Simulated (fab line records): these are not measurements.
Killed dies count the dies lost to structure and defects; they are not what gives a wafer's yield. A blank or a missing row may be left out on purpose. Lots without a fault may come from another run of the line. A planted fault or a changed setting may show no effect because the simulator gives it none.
Which tool did it? ; flow sky130 ; 39 wafers from 13 lots sampled at 4 of the route's 708 steps

WHAT THE GAUGES SHOWED, per wafer
SKY_VIA3_BOW_MEAS_03. Usual: for VIA3_BOW the level is 79 um and the standard deviation is 7.5.
lot;measured;on;VIA3_BOW (um);flag
L608;day 39 01:32;film_metro-01;75 83 83;
L609;day 39 05:33;film_metro-02;77 88 79;
L611;day 39 17:49;film_metro-01;71 83 88;
L613;day 40 08:48;film_metro-04;87 84 80;
L615;day 41 05:26;film_metro-04;85 77 69;
L616;day 41 17:05;film_metro-04;86 81 75;
L617;day 41 17:44;film_metro-01;94 95 67;
L620;day 42 14:40;film_metro-04;75 86 83;
L621;day 42 20:08;film_metro-04;79 66 67;
L622;day 43 09:50;film_metro-01;77 90 89;
L623;day 43 10:15;film_metro-01;80 77 90;
L630;day 45 13:00;film_metro-02;69 79 80;
L628;day 45 21:12;film_metro-02;75 83 70;

SKY_PAD_OPEN_BOW_MEAS_13. Usual: for PAD_OPEN_BOW the level is 46 um and the standard deviation is 8.6.
lot;measured;on;PAD_OPEN_BOW (um);flag
L608;day 46 02:53;film_metro-03;41 49 48;
L609;day 46 08:36;film_metro-01;43 55 48;
L611;day 46 17:32;film_metro-02;41 52 58;
L613;day 47 05:24;film_metro-01;50 47 45;
L615;day 47 22:26;film_metro-03;51 42 35;
L616;day 48 08:26;film_metro-03;57 52 46;
L617;day 48 09:41;film_metro-03;63 65 37;
L620;day 49 01:22;film_metro-02;39 50 45;
L621;day 49 05:24;film_metro-01;48 33 36;
L622;day 49 16:00;film_metro-03;46 59 57;
L623;day 49 16:25;film_metro-03;46 41 55;
L630;day 51 03:17;film_metro-03;37 46 50;
L628;day 51 09:12;film_metro-02;51 57 45;

WHICH TOOL RAN EACH LOT (tool, then ch and the chambers of the sampled wafers, then the start)
lot;SKY_RES_XHIGH_STRIP_08;SKY_METAL3_DESCUM_15
L608;plasma_asher-01 ch 0,1, day 27 06:36;rie_metal-02 ch 0,1, day 39 00:04
L609;plasma_asher-02 ch 0,1, day 27 09:40;rie_metal-03 ch 0,1, day 39 04:04
L611;plasma_asher-04 ch 0,1, day 27 23:55;rie_metal-02 ch 0,1, day 39 16:16
L613;plasma_asher-01 ch 0,1, day 28 18:17;rie_metal-02 ch 0,1, day 40 07:19
L615;plasma_asher-02 ch 0,1, day 29 17:51;rie_metal-01 ch 0,1, day 41 03:55
L616;plasma_asher-02 ch 0,1, day 30 04:55;rie_metal-02 ch 0,1, day 41 15:34
L617;plasma_asher-01 ch 1, day 30 05:11;rie_metal-02 ch 0,1, day 41 16:17
L620;plasma_asher-02 ch 0,1, day 31 06:58;rie_metal-03 ch 0,1, day 42 13:11
L621;plasma_asher-02 ch 0,1, day 31 14:48;rie_metal-03 ch 0,1, day 42 18:38
L622;plasma_asher-02 ch 0,1, day 32 05:01;rie_metal-03 ch 0,1, day 43 08:22
L623;plasma_asher-02 ch 0,1, day 32 07:54;rie_metal-03 ch 0,1, day 43 08:45
L630;plasma_asher-04 ch 0,1, day 34 19:57;rie_metal-01 ch 0,1, day 45 11:32
L628;plasma_asher-02 ch 0,1, day 35 00:07;rie_metal-03 ch 0, day 45 19:44
- SKY_RES_XHIGH_STRIP_08: strips in O2/N2.
- SKY_METAL3_DESCUM_15: chemistry O2, time 8 s.

AS READ BY THE TOOLS THEMSELVES (means over the sampled wafers that have a number; for cases with no such wafer, the mark the record gives instead)
SKY_RES_XHIGH_STRIP_08. Usual: drypump_motor_current_A 5.7 A, standard deviation 0.3; o2_flow_sccm 2999 sccm, standard deviation 9.2; oes_product_au 0.710 a.u., standard deviation 0.0043; strip_time_to_endpoint_s 14.27 s, standard deviation 0.038.
lot;tool;drypump_motor_current_A (A);o2_flow_sccm (sccm);oes_product_au (a.u.);strip_time_to_endpoint_s (s);flag
L608;plasma_asher-01;5.6;2998;0.711;14.30;
L609;plasma_asher-02;5.7;2991;0.718;14.29;
L611;plasma_asher-04;5.8;2991;0.710;14.30;
L613;plasma_asher-01;5.5;2998;0.714;14.33;
L615;plasma_asher-02;5.6;2995;0.710;14.22;
L616;plasma_asher-02;5.9;3003;0.711;14.32;
L617;plasma_asher-01;5.3;2990;0.710;14.24;
L620;plasma_asher-02;5.7;3005;0.715;14.28;
L621;plasma_asher-02;5.7;2989;0.707;14.29;
L622;plasma_asher-02;5.9;3000;0.707;14.31;
L623;plasma_asher-02;5.7;2994;0.709;14.23;
L630;plasma_asher-04;5.8;2987;0.708;14.30;
L628;plasma_asher-02;5.7;2998;0.716;14.26;

SKY_METAL3_DESCUM_15. Usual: drypump_motor_current_A 5.90 A, standard deviation 0.29; oes_product_au 1.007 a.u., standard deviation 0.019.
lot;tool;drypump_motor_current_A (A);oes_product_au (a.u.);flag
L608;rie_metal-02;5.95;0.987;
L609;rie_metal-03;5.85;1.020;
L611;rie_metal-02;5.93;1.000;
L613;rie_metal-02;5.96;0.996;
L615;rie_metal-01;6.04;0.996;
L616;rie_metal-02;6.05;0.987;
L617;rie_metal-02;5.94;0.996;
L620;rie_metal-03;5.86;1.020;
L621;rie_metal-03;5.92;1.027;
L622;rie_metal-03;5.82;1.025;
L623;rie_metal-03;5.90;1.019;
L630;rie_metal-01;5.59;0.989;
L628;rie_metal-03;5.79;1.010;

THE ANSWER, worked out from the rows above alone
Rule: take the mean of a lot's wafers that have a number; if it is more than 3 standard deviations from the usual mean, the lot is off. Also off: a lot with no number at a reading for which 4 or more lots have one. The other lots that the step has rows for count as sound. After the gauges, taken in route order, come the tools' own readings; for these a lot's mean is taken, as printed above. The first step at which some lot is off is used, and at that step the reading that is off furthest; a lot without a number counts as furthest.
None of the lots is off at any reading shown; this tells nothing.

WHAT THE SIMULATOR HAD INSERTED
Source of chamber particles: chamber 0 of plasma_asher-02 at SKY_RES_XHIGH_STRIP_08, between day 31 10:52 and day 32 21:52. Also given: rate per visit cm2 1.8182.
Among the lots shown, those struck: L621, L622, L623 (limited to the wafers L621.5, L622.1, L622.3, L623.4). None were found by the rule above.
